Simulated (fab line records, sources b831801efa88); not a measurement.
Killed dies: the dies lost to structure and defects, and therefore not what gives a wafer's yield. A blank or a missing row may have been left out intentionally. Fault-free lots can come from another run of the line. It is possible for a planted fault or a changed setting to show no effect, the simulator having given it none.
The same fault as seen by 2 desks    flow sky130    each desk has only its own numbers; what lay behind them comes last

== TOOL OWNER'S DESK, implanter-01 ==
The tool's own readings at SKY_SD_N_IMPLANT_09: means of the sampled wafers that have a number, for each lot that ran on this tool. If a lot's mean is further than 4 standard deviations from the usual mean, the lot is out of limits and carries the mark OUT (the distance appears in the brackets).
Columns: A = beamEnergyKeV at SKY_SD_N_IMPLANT_09, usual 50.001; B = beamOnS at SKY_SD_N_IMPLANT_09, usual 16.1 s; C = endStationPressureTorr at SKY_SD_N_IMPLANT_09, usual 1.48e-05 Torr; D = faradayCurrentUA at SKY_SD_N_IMPLANT_09, usual 13564
lot   first seen here  A       B     C                   D
L866  day 30 05:08     49.997  16.4  1.42e-05            13296
L873  day 32 05:54     49.997  18.9  5.35e-05 (+39) OUT  11782
L875  day 33 02:55     49.996  19.6  5.50e-05 (+40) OUT  11425
Finding of this desk: L873, L875 out of limits; the first was L873 at day 32 05:54, on endStationPressureTorr at SKY_SD_N_IMPLANT_09. In limits: L866.

== THE METROLOGY DESK ==
What the gauges read for every lot (on any tool): the sampled wafers with a number, averaged. If a lot's mean is further than 4 standard deviations from the usual mean, the lot is out of limits and carries the mark OUT (the distance appears in the brackets).
Columns: A = cdNm at SKY_POLY_CUT_CD_MEAS_08, usual 269.9 nm; B = SD_P_OVL at SKY_SD_P_OVL_MEAS_08, usual 0.7 nm; C = RES_XHIGH_TW at SKY_RES_XHIGH_TW_MEAS_09, usual 1642; D = SD_N_RS at SKY_SD_N_RS_MEAS_16, usual 68.55 ohm/sq
lot   first seen here  A      B     C     D
L860  day 24 03:53     271.3  -1.1  1678  68.49
L866  day 26 14:14     269.9  -0.6  1664  68.59
L867  day 26 22:48     265.7  2.7   1611  68.65
L868  day 27 02:35     270.6  1.5   1609  68.57
L873  day 28 17:56     268.7  0.6   1641  67.53 (-9.2) OUT
L875  day 29 14:47     270.2  0.1   1637  67.59 (-8.8) OUT
L876  day 30 02:41     269.9  3.4   1634  68.59
L877  day 30 04:05     270.5  -1.0  1678  68.58
L881  day 31 15:56     269.7  1.7   1614  68.44
L882  day 31 20:58     270.2  0.0   1654  68.57
L883  day 32 10:59     270.1  1.0   1610  68.50
This desk's result: L873, L875 out of limits, first on L873 (SD_N_RS at SKY_SD_N_RS_MEAS_16), day 32 06:35. In limits: L860, L866, L867, L868, L876, L877, L881, L882, L883.

== ALL TOGETHER ==
On L873, L875, at day 32 05:54, an alarm was possible from the tool owner's desk.
At day 32 06:35 the metrology desk could have sounded an alarm, on L873, L875.
The lots listed all ran SKY_SD_N_IMPLANT_09 on implanter-01.

== WHAT THE SIMULATOR HAD PUT IN ==
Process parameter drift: implanter-01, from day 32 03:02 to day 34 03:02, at SKY_SD_N_IMPLANT_09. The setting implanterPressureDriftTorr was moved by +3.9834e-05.
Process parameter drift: implanter-01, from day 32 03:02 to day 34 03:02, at SKY_SD_N_IMPLANT_09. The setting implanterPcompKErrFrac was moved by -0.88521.
Lots struck among those shown: L873, L875.
Delay (hours) between the fault's onset and each desk's first out-of-limits reading: 3 at the tool owner's desk, 4 at the metrology desk.
